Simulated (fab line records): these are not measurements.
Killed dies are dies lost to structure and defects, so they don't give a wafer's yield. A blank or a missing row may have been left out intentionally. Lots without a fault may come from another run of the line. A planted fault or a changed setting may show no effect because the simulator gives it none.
Matching of chambers || flow gf180mcu || 4 sister chambers for GF_V4_ETCH_16 on rie diel-02
The step etches BARC in N2/H2. 4 wafers are shown with their chamber, then 10 later ones without.

## EACH WAFER AND ITS CHAMBER
{"wafer": "L078.1", "chamber": 2, "drypump motor current A (A)": 5.6}
{"wafer": "L085.5", "chamber": 1, "drypump motor current A (A)": 6.0}
{"wafer": "L088.1", "chamber": 0, "drypump motor current A (A)": 4.9}
{"wafer": "L088.3", "chamber": 3, "drypump motor current A (A)": 5.3}

## WAFERS WITHOUT THEIR CHAMBER
{"wafer": "L088.5", "drypump motor current A (A)": 5.9}
{"wafer": "L091.1", "drypump motor current A (A)": 5.3}
{"wafer": "L091.4", "drypump motor current A (A)": 6.0}
{"wafer": "L091.5", "drypump motor current A (A)": 5.5}
{"wafer": "L095.3", "drypump motor current A (A)": 5.6}
{"wafer": "L095.5", "drypump motor current A (A)": 5.6}
{"wafer": "L095.6", "drypump motor current A (A)": 5.3}
{"wafer": "L096.1", "drypump motor current A (A)": 5.6}
{"wafer": "L096.3", "drypump motor current A (A)": 5.3}
{"wafer": "L096.5", "drypump motor current A (A)": 4.9}

## WHICH CHAMBER EACH ONE RAN IN
{"wafer": "L088.5", "from the rows above": 1, "in truth": 1}
{"wafer": "L091.1", "from the rows above": 3, "in truth": 3}
{"wafer": "L091.4", "from the rows above": 1, "in truth": 1}
{"wafer": "L091.5", "from the rows above": 2, "in truth": 2}
{"wafer": "L095.3", "from the rows above": 2, "in truth": 2}
{"wafer": "L095.5", "from the rows above": 2, "in truth": 2}
{"wafer": "L095.6", "from the rows above": 3, "in truth": 3}
{"wafer": "L096.1", "from the rows above": 2, "in truth": 2}
{"wafer": "L096.3", "from the rows above": 3, "in truth": 3}
{"wafer": "L096.5", "from the rows above": 0, "in truth": 0}
10 of 10 placed correctly. Not placeable from these rows: 0. Wrongly placed: 0.
How it was worked out, from the rows above alone: a wafer's distance from a chamber is the root of the sum, over the readings, of the square of ((its reading less the chamber's mean) divided by the reading's scatter). If the next closest chamber is less than 2 further off than the closest, the wafer can't be placed; otherwise it belongs to the closest. The mean given for a chamber averages the wafers shown for that chamber. The scatter (one wafer shown for each chamber): square how far every hidden wafer sits from the nearest shown wafer, average those squares and take the square root.
